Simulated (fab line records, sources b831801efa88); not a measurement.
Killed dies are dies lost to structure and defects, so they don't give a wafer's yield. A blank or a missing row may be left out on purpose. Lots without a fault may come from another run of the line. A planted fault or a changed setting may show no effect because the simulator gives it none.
A struck lot beside a sound one | flow gf180mcu | 27 steps out of a route of 602
Sound: wafers L551.1, L551.4, L551.6. Struck: wafers L544.1, L544.4, L544.5. The cause comes at the end.
At each step with rows: each side's tool, then ch and its chambers, then its first start. Under that, the readings that differ: sound wafers | struck wafers | difference of the means | sigmas: that difference in standard deviations of wafers without a fault.
alike: readings whose means differ by less than 2 such deviations, and words and numbers that are the same on both sides. not compared: withheld readings, readings that some wafer has no value for, bounds like >300 that may hide the same value, and numbers for which the record gives no deviation and whose values overlap.
The two part at a step that has a row with sigmas, a row that says differs or no value, or rows on one side only. Numbers that don't overlap but have no deviation are shown without sigmas and don't part them. A reading that every wafer of one side lacks parts them only if that side has two wafers or more.

GF_DNWELL_STRIP_08: strips in O2/N2.
  sound on plasma_asher-03 ch 0,1, day 5 07:11; struck on plasma_asher-03 ch 0,1, day 3 15:06
  alike: chamber_pressure_mTorr, drypump_motor_current_A, heater_power_w, oes_product_au, strip_time_to_endpoint_s
  not compared: rf_hours_counter_h
GF_DNWELL_TW_MEAS_09:
  sound on film_metro-04, day 5 07:17; struck on film_metro-04, day 3 15:12
  alike: DNWELL_TW
then, 7 steps without rows for these wafers: GF_NWELL_DEHYDRATE_00 (time 60 s); GF_NWELL_HMDS_01 (prime time 60 s); GF_NWELL_COAT_02 (resist thk 3000 nm); GF_NWELL_SOFTBAKE_03; GF_NWELL_EXPOSE_04 (exposes mask Nwell, target cd 860 nm); GF_NWELL_PEB_05; GF_NWELL_DEVELOP_06 (develop time 60 s).
GF_NWELL_OVL_MEAS_07:
  sound on overlay-01, day 5 21:49; struck on overlay-02, day 4 04:28
  alike: NWELL_OVL
then, 2 steps without rows for these wafers: GF_NWELL_IMPLANT_08; GF_NWELL_IMPLANT_09.
GF_NWELL_STRIP_10: strips in O2/N2.
  sound on plasma_asher-04 ch 0,1, day 5 22:09; struck on plasma_asher-04 ch 0,1, day 4 04:47
  no value came back on the struck wafers for any of 5 readings (chamber_pressure_mTorr (mTorr), drypump_motor_current_A (A) and others); on the sound wafers chamber_pressure_mTorr (mTorr) reads 1497.9 1500.6 1499.9
  reading                                 | sound | struck         | difference | sigmas
  model.coat_of_NWELL_COAT_02.thk_nm (nm) | 0 0 0 | 2992 3000 2994 | +2995      |
  not compared: rf_hours_counter_h
GF_NWELL_TW_MEAS_11:
  sound on film_metro-01, day 5 22:15; struck on film_metro-03, day 4 04:53
  alike: NWELL_TW
then, 7 steps without rows for these wafers: GF_LVPWELL_DEHYDRATE_00 (time 60 s); GF_LVPWELL_HMDS_01 (prime time 60 s); GF_LVPWELL_COAT_02 (resist thk 3000 nm); GF_LVPWELL_SOFTBAKE_03; GF_LVPWELL_EXPOSE_04 (exposes mask LVPWELL, target cd 600 nm); GF_LVPWELL_PEB_05; GF_LVPWELL_DEVELOP_06 (develop time 60 s).
GF_LVPWELL_OVL_MEAS_07:
  sound on overlay-01, day 6 13:08; struck on overlay-01, day 4 19:02
  alike: LVPWELL_OVL
then, 2 steps without rows for these wafers: GF_LVPWELL_IMPLANT_08; GF_LVPWELL_IMPLANT_09.
GF_LVPWELL_STRIP_10: strips in O2/N2.
  sound on plasma_asher-01 ch 0,1, day 6 13:28; struck on plasma_asher-04 ch 0,1, day 4 19:22
  reading                      | sound             | struck            | difference | sigmas
  oes_product_au (a.u.)        | 0.729 0.727 0.718 | 0.740 0.742 0.739 | +0.016     | +3
  strip_time_to_endpoint_s (s) | 36.90 36.97 36.90 | 81.07 81.14 81.15 | +44.20     | +99 or more
  alike: chamber_pressure_mTorr, drypump_motor_current_A, heater_power_w
  not compared: rf_hours_counter_h
GF_LVPWELL_TW_MEAS_11:
  sound on film_metro-02, day 6 13:34; struck on film_metro-01, day 4 19:28
  reading    | sound       | struck   | difference | sigmas
  LVPWELL_TW | 562 561 563 | 30 30 30 | -532       | -99 or more
then, 1 step without rows for these wafers: GF_MVSD_DEHYDRATE_00 (time 60 s).

WHERE THEY PART
First at GF_NWELL_STRIP_10; last, within this record, at GF_LVPWELL_TW_MEAS_11.

WHY: what the simulator had put in
Skipped step whole: plasma_asher-04, from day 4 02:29 on, at GF_NWELL_STRIP_10. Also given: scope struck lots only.
